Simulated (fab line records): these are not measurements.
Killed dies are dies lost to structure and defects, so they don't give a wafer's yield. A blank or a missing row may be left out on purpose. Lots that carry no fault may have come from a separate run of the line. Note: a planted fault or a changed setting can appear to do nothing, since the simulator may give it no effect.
Which tool did it?    flow sky130    36 wafers from 12 lots sampled at 5 of the route's 708 steps

== WHAT THE GAUGES READ, wafer by wafer ==
SKY_FIELD_ISO_THK_MEAS_23.
lot   measured     on             FIELD_ISO_OXIDATION_01_THK (nm)
L596  day 2 07:44  film_metro-03  9.84 10.00 9.79
L597  day 2 14:45  film_metro-02  9.79 9.81 9.81
L598  day 2 20:11  film_metro-02  9.97 9.91 9.77
L599  day 2 23:59  film_metro-03  10.08 10.14 10.05
L603  day 3 20:07  film_metro-04  9.82 9.95 10.01
L604  day 3 23:40  film_metro-02  9.81 9.95 9.87
L605  day 4 05:49  film_metro-02  9.92 9.92 9.70
L614  day 6 02:49  film_metro-04  9.89 9.85 9.93
L615  day 6 10:58  film_metro-02  10.01 10.05 9.99
L617  day 7 00:10  film_metro-02  10.16 10.01 9.92
L618  day 7 02:07  film_metro-02  9.85 9.93 9.95
L619  day 7 06:17  film_metro-04  10.08 9.98 10.04

SKY_VT_ADJUST_LVTN_TW_MEAS_21.
lot   measured      on             VT_ADJUST_LVTN_2_TW
L596  day 7 16:59   film_metro-01  190.6 188.3 188.4
L597  day 8 01:29   film_metro-04  190.3 190.4 188.8
L598  day 8 08:46   film_metro-02  189.8 189.3 190.0
L599  day 8 13:02   film_metro-04  189.6 189.8 190.1
L603  day 9 14:20   film_metro-04  189.6 190.0 188.8
L604  day 9 19:41   film_metro-04  189.4 189.1 188.9
L605  day 10 00:55  film_metro-01  189.8 189.6 189.5
L614  day 12 17:59  film_metro-01  190.2 189.8 189.6
L615  day 13 07:34  film_metro-01  189.9 190.7 190.5
L617  day 13 21:46  film_metro-01  190.4 189.8 189.9
L618  day 13 23:31  film_metro-02  190.5 189.2 190.6
L619  day 14 03:16  film_metro-04  188.9 188.8 189.1

SKY_SONOS_ONO_THK_MEAS_05.
lot   measured      on             SONOS_ONO_CVD_04_THK (nm)
L596  day 11 17:16  film_metro-04  5.89 5.93 5.95
L597  day 11 23:10  film_metro-04  5.73 5.70 5.76
L598  day 12 11:10  film_metro-04  5.71 5.71 5.69
L599  day 12 18:22  film_metro-03  5.91 5.84 5.78
L603  day 13 18:20  film_metro-03  5.76 5.79 5.69
L604  day 14 03:21  film_metro-03  4.65 4.70 4.65 4.67 4.68 4.66
L605  day 14 07:53  film_metro-03  4.51 4.54 4.53 4.51 4.58 4.47
L614  day 17 13:26  film_metro-03  5.89 5.91 5.86
L615  day 18 00:56  film_metro-04  5.74 5.77 5.71
L617  day 18 18:07  film_metro-04  5.81 5.76 5.85
L618  day 18 20:32  film_metro-04  5.91 5.72 5.80
L619  day 18 23:40  film_metro-02  5.85 5.82 5.87

== TOOL THAT RAN EACH LOT (tool first, then ch and the chambers of the sampled wafers, then the start) ==
lot   SKY_FIELD_ISO_STRIP_16               SKY_SONOS_ONO_CVD_04
L596  plasma_asher-02 ch 0, day 2 04:55    lpcvd-03 ch 0, day 11 16:01
L597  plasma_asher-02 ch 0,1, day 2 11:47  lpcvd-03 ch 0, day 11 21:54
L598  plasma_asher-04 ch 0,1, day 2 17:51  lpcvd-03 ch 0, day 12 09:55
L599  plasma_asher-01 ch 0, day 2 21:48    lpcvd-03 ch 1, day 12 17:06
L603  plasma_asher-01 ch 0,1, day 3 17:43  lpcvd-03 ch 1, day 13 17:05
L604  plasma_asher-04 ch 0,1, day 3 21:58  lpcvd-03 ch 1, day 14 02:05
L605  plasma_asher-04 ch 0,1, day 4 03:52  lpcvd-03 ch 1, day 14 06:37
L614  plasma_asher-01 ch 0,1, day 6 00:46  lpcvd-03 ch 0, day 17 12:10
L615  plasma_asher-04 ch 0,1, day 6 08:42  lpcvd-03 ch 0, day 17 23:41
L617  plasma_asher-02 ch 0,1, day 6 17:19  lpcvd-03 ch 1, day 18 16:52
L618  plasma_asher-04 ch 0,1, day 6 23:39  lpcvd-03 ch 0, day 18 19:17
L619  plasma_asher-02 ch 0, day 7 04:39    lpcvd-03 ch 1, day 18 22:24
- SKY_FIELD_ISO_STRIP_16: strips in O2/N2.
- SKY_SONOS_ONO_CVD_04: deposits SiO2 from SiH4/N2O, target thk 5.7199 nm.

== AS READ BY THE TOOLS THEMSELVES (means over the sampled wafers that have a number; for cases with no such wafer, the mark the record gives instead) ==
SKY_FIELD_ISO_STRIP_16.
lot   tool             drypump_motor_current_A (A)  oes_product_au (a.u.)  strip_time_to_endpoint_s (s)
L596  plasma_asher-02  5.3                          0.378                  3.536
L597  plasma_asher-02  5.6                          0.376                  3.549
L598  plasma_asher-04  6.0                          0.382                  3.548
L599  plasma_asher-01  5.2                          0.375                  3.539
L603  plasma_asher-01  5.5                          0.378                  3.556
L604  plasma_asher-04  6.0                          0.378                  3.539
L605  plasma_asher-04  6.0                          0.381                  3.580
L614  plasma_asher-01  5.5                          0.376                  3.525
L615  plasma_asher-04  6.0                          0.375                  3.555
L617  plasma_asher-02  5.6                          0.378                  3.566
L618  plasma_asher-04  6.0                          0.378                  3.533
L619  plasma_asher-02  5.3                          0.378                  3.562

== THE ANSWER, worked out from the rows above alone ==
Rule: what is usual is taken from the lots themselves. The widest of any qualifying gaps counts: lots, ordered by their means at a reading, are off when they make up no more than a third of the lots, leave a main group of 4 or more, and stand apart from it by 3 or more times the standard deviation of that group's means. A main group is skipped when, at the precision printed for the reading in the tables above, its means are all equal. Also off: a lot with no number at a reading for which 4 or more lots have one. All remaining lots with rows at the step are treated as sound. The gauges are gone through in route order, then the tools' own readings, and for those a lot's mean is taken as printed above. At the first step where some lot is off, the reading lying furthest off is the one used; lots without a number count as furthest.
Off: L604, L605, at SKY_SONOS_ONO_THK_MEAS_05 (SONOS_ONO_CVD_04_THK). Main group: mean 5.80 nm, sd 0.069.
A tool fits if, at a process step before that reading, it ran every lot that is off, and no sound lot after the first of them. Those tools and the gauges at SKY_SONOS_ONO_THK_MEAS_05 are tried in the same way. Of those tried, none fits.

== WHAT WAS PUT IN BY THE SIMULATOR ==
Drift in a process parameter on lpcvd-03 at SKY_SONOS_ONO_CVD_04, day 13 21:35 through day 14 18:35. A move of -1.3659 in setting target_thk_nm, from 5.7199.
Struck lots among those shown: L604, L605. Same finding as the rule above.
